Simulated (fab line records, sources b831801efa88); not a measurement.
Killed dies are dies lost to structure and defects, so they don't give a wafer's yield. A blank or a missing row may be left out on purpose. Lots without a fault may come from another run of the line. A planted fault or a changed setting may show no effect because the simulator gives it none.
A struck lot beside a sound one | flow sky130 | 17 steps out of a route of 708
Sound: wafers L105.1, L105.2, L105.3. Struck: wafers L993.2, L993.3, L993.4. The cause comes at the end.
At each step with rows: each side's tool, then ch and its chambers, then its first start. Under that, the readings that differ: sound wafers | struck wafers | difference of the means | sigmas: that difference in standard deviations of wafers without a fault.
alike: readings whose means differ by less than 2 such deviations, and words and numbers that are the same on both sides. not compared: withheld readings, readings that some wafer has no value for, bounds like >300 that may hide the same value, and numbers for which the record gives no deviation and whose values overlap.
The two part at a step that has a row with sigmas, a row that says differs or no value, or rows on one side only. Numbers that don't overlap but have no deviation are shown without sigmas and don't part them. A reading that every wafer of one side lacks parts them only if that side has two wafers or more.

SKY_LOCAL_INTERCONNECT_RS_MEAS_01: measures by four-point-probe.
  sound on film_metro-02, day 36 00:56; struck on film_metro-03, day 32 02:30
  alike: LOCAL_INTERCONNECT_TIN_RS
SKY_LOCAL_INTERCONNECT_THK_MEAS_02: measures by xrf.
  sound on film_metro-02, day 36 01:03; struck on film_metro-03, day 32 02:37
  alike: LOCAL_INTERCONNECT_TIN_THK
then, 8 steps without rows for these wafers: SKY_LOCAL_INTERCONNECT_DEHYDRATE_03 (time 60 s); SKY_LOCAL_INTERCONNECT_HMDS_04 (prime time 60 s); SKY_LOCAL_INTERCONNECT_COAT_05 (resist thk 60 nm); SKY_LOCAL_INTERCONNECT_COAT_06 (resist thk 450 nm); SKY_LOCAL_INTERCONNECT_SOFTBAKE_07 (time 90 s); SKY_LOCAL_INTERCONNECT_EXPOSE_08 (exposes mask LI1M, target cd 170 nm); SKY_LOCAL_INTERCONNECT_PEB_09; SKY_LOCAL_INTERCONNECT_DEVELOP_10 (develop time 60 s).
SKY_LOCAL_INTERCONNECT_CD_MEAS_11: target cd 170 nm.
  sound on cd_sem-01, day 37 03:54; struck on cd_sem-01, day 33 05:47
  alike: cd_nm
SKY_LOCAL_INTERCONNECT_OVL_MEAS_12:
  sound on overlay-01, day 37 04:01; struck on overlay-02, day 33 05:54
  alike: LOCAL_INTERCONNECT_OVL
SKY_LOCAL_INTERCONNECT_ETCH_13: etches BARC in N2/H2, stops on SiO2, time 45.9 s, target depth 60 nm.
  sound on rie_metal-04 ch 0,1, day 37 04:03; struck on rie_metal-04 ch 0,1, day 33 05:56
  no value came back on the struck wafers for any of 7 readings (bias_w (W), chamber_pressure_mTorr (mTorr) and others); on the sound wafers bias_w (W) reads 100.6 100.1 100.1
  reading                                                   | sound             | struck          | difference | sigmas
  model.KrF-thick_of_LOCAL_INTERCONNECT_COAT_06.thk_nm (nm) | 392.6 391.4 391.7 | 433.6 433.6 433 | +41.5      |
  not compared: rf_hours_counter_h
SKY_LOCAL_INTERCONNECT_METAL_ETCH_14: etches TiN in Cl2/BCl3, stops on PSG, target depth 110 nm, time 32.43 s.
  sound on rie_metal-04 ch 0,1, day 37 04:07; struck on rie_metal-04 ch 0,1, day 33 05:59
  reading                                                   | sound                | struck               | difference | sigmas
  bcl3_flow_sccm (sccm)                                     | 30.13 30.01 29.98    | 29.81 29.83 29.77    | -0.24      | -2
  oes_product_au (a.u.)                                     | 0.937 0.947 0.936    | 0.370 0.370 0.376    | -0.568     | -68
  throttle_valve_pct (%)                                    | 21.883 21.910 21.913 | 22.266 22.270 22.259 | +0.363     | +30
  model.KrF-thick_of_LOCAL_INTERCONNECT_COAT_06.thk_nm (nm) | 347.6 345.6 346.4    | 388.8 389 388.2      | +42.1      |
  alike: drypump_motor_current_A
  not compared: bias_w, rf_hours_counter_h
SKY_LOCAL_INTERCONNECT_STRIP_15: strips in O2/N2.
  sound on plasma_asher-02 ch 0,1, day 37 04:10; struck on plasma_asher-04 ch 0,1, day 33 06:02
  reading                      | sound             | struck            | difference | sigmas
  oes_product_au (a.u.)        | 0.428 0.425 0.430 | 0.444 0.441 0.448 | +0.017     | +4
  strip_time_to_endpoint_s (s) | 4.709 4.713 4.693 | 5.143 5.131 5.130 | +0.430     | +24
  alike: drypump_motor_current_A
  not compared: rf_hours_counter_h
then, 1 step without rows for these wafers: SKY_LOCAL_INTERCONNECT_STRIP_16 (strips in post etch residue remover, time 1200 s).
-- the record jumps here: 15 days lie between the struck wafers' starts before and after (it left off in module LOCAL_INTERCONNECT and takes up again in module PAD_OPEN, whose first step shown is number 708 of the route) --
SKY_PAD_OPEN_PROBE_99:
  sound on prober-02, day 50 14:46; struck on prober-02, day 47 23:57
  reading            | sound     | struck                                                               | difference                   | sigmas
  hold               | - - -     | await_dispo/0.7h/scrap await_dispo/0.7h/scrap await_dispo/0.7h/scrap | no value on the sound wafers |
  killed_at_M0_to_M3 | 43 45 57  | 209 228 213                                                          | +168                         | +22
  killed_at_M4_up    | 2 4 2     | 59 60 52                                                             | +54                          | +29
  killed_at_contacts | 35 25 34  | 159 128 141                                                          | +111                         | +22
  killed_at_other    | 0 0 0     | 45 65 63                                                             | +58                          | +99 or more
  killed_dies        | 92 88 104 | 492 492 492                                                          | +397                         | +40
  killed_on_rim      | 19 16 21  | 96 96 96                                                             | +77                          | +20
  alike: killed_at_front_end, killed_open, killed_short

WHERE THEY PART
First at SKY_LOCAL_INTERCONNECT_ETCH_13; last, within this record, at SKY_PAD_OPEN_PROBE_99.

WHY: what the simulator had put in
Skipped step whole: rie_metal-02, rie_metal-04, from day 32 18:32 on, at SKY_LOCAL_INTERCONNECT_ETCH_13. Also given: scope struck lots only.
